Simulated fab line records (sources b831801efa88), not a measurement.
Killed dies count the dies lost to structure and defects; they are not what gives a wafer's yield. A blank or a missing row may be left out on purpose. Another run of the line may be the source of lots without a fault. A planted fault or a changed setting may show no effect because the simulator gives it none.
A struck lot beside a sound one    flow sky130    15 steps out of a route of 708
Sound: the wafers L162.2, L162.4, L162.5. Struck: wafer L157.2 (L157.3, L157.6, from the same lot, were not struck and are left out); the cause is given at the end.
At each step with rows: each side's tool, then ch and its chambers, then its first start. Under that, the readings that differ: sound wafers    struck wafers    difference of the means    sigmas: that difference in standard deviations of wafers without a fault.
alike: a reading whose means differ by less than 2 such deviations, as well as words and numbers matching on both sides. not compared: withheld readings; readings where some wafer has no value; bounds like >300 that might hide an equal value; numbers whose values overlap and for which the record gives no deviation.
The two part at a step that has a row with sigmas, a row that says differs or no value, or rows on one side only. Non-overlapping numbers with no deviation appear without sigmas and do not part them. A reading missing from all wafers of one side parts the sides only when that side holds two or more wafers.

first, 3 steps without rows for these wafers: SKY_CONTACT_EXPOSE_11 (exposes mask CTM1, target cd 170 nm); SKY_CONTACT_PEB_12; SKY_CONTACT_DEVELOP_13 (develop time 60 s).
SKY_CONTACT_CD_MEAS_14 targets a cd of 170 nm.
  sound: cd-sem-01 at day 36 19:04; struck: cd-sem-01 at day 34 21:29
  alike: cd-nm
SKY_CONTACT_OVL_MEAS_15:
  sound: overlay-02 at day 36 19:10; struck: overlay-01 at day 34 21:36
  alike: CONTACT_OVL
SKY_CONTACT_ETCH_16: etches BARC in N2/H2, stops on SiO2, time 45.9 s, target depth 60 nm.
  sound on rie-diel-02 ch 1,2,3, day 36 19:12; struck on rie-diel-01 ch 3, day 34 21:38
  alike: drypump-motor-current-A, n2-flow-sccm, oes-product-au, throttle-valve-pct
  not compared: rf-hours-counter-h
SKY_CONTACT_ETCH_17: etches SiO2 in C4F8/O2/Ar, stops on Si3N4, target depth 340 nm.
  sound on rie-diel-02 ch 1,2,3, day 36 19:15; struck on rie-diel-01 ch 3, day 34 21:40
  alike: oes-product-au
SKY_CONTACT_ETCH_18: etches Si3N4 in CHF3/O2, stops on TiN, time 39 s, target depth 75 nm.
  sound on rie-diel-02 ch 1,2,3; struck on rie-diel-01 ch 3
  alike: chf3-flow-sccm, drypump-motor-current-A, oes-product-au, throttle-valve-pct
  not compared: rf-hours-counter-h
SKY_CONTACT_STRIP_19: strips in O2/N2.
  sound on plasma-asher-03 ch 0,1, day 36 19:20; struck on plasma-asher-02 ch 1, day 34 21:46
  alike: drypump-motor-current-A, n2-flow-sccm, oes-product-au, strip-time-to-endpoint-s
  not compared: rf-hours-counter-h
then, 3 steps without rows for these wafers: SKY_CONTACT_STRIP_20 (strips in post etch residue remover, time 1200 s); SKY_CONTACT_CLEAN_21 (cleans in IPA, time 180 s); SKY_CONTACT_CLEAN_22 (cleans in O3/DIW).
SKY_CONTACT_SPUTTER_23: material TiN, target thk 20 nm, time 80 s.
  sound: pvd-sputter-03 at day 36 19:56; struck: pvd-sputter-02 at day 34 22:23
reading                                      sound              struck  difference  sigmas
model.TiN_of_CONTACT_SPUTTER_23.thk-nm (nm)  19.89 20.01 19.81  20.84   +0.94       
  alike: throttle-valve-pct
SKY_CONTACT_CVD_24: deposits W, target thk 340 nm, time 102.12 s.
  sound on cvd-w-02 ch 0,1, day 36 19:59; struck on cvd-w-01 ch 0, day 34 22:27
reading             sound        struck  difference  sigmas
heater-power-w (W)  717 733 818  1043    +287        +2
  alike: chamber-pressure-Torr
-- the record jumps here: 13 days lie between the struck wafers' starts before and after (it left off in module CONTACT and takes up again in module PAD_OPEN, whose first step shown is number 708 of the route) --
SKY_PAD_OPEN_PROBE_99:
  record: rows for the struck wafers here (prober-02, day 48 05:24), none for the sound ones

## WHERE THEY PART
At SKY_CONTACT_CVD_24 first; at SKY_PAD_OPEN_PROBE_99 last (within this record only).

WHY: what had been put in by the simulator
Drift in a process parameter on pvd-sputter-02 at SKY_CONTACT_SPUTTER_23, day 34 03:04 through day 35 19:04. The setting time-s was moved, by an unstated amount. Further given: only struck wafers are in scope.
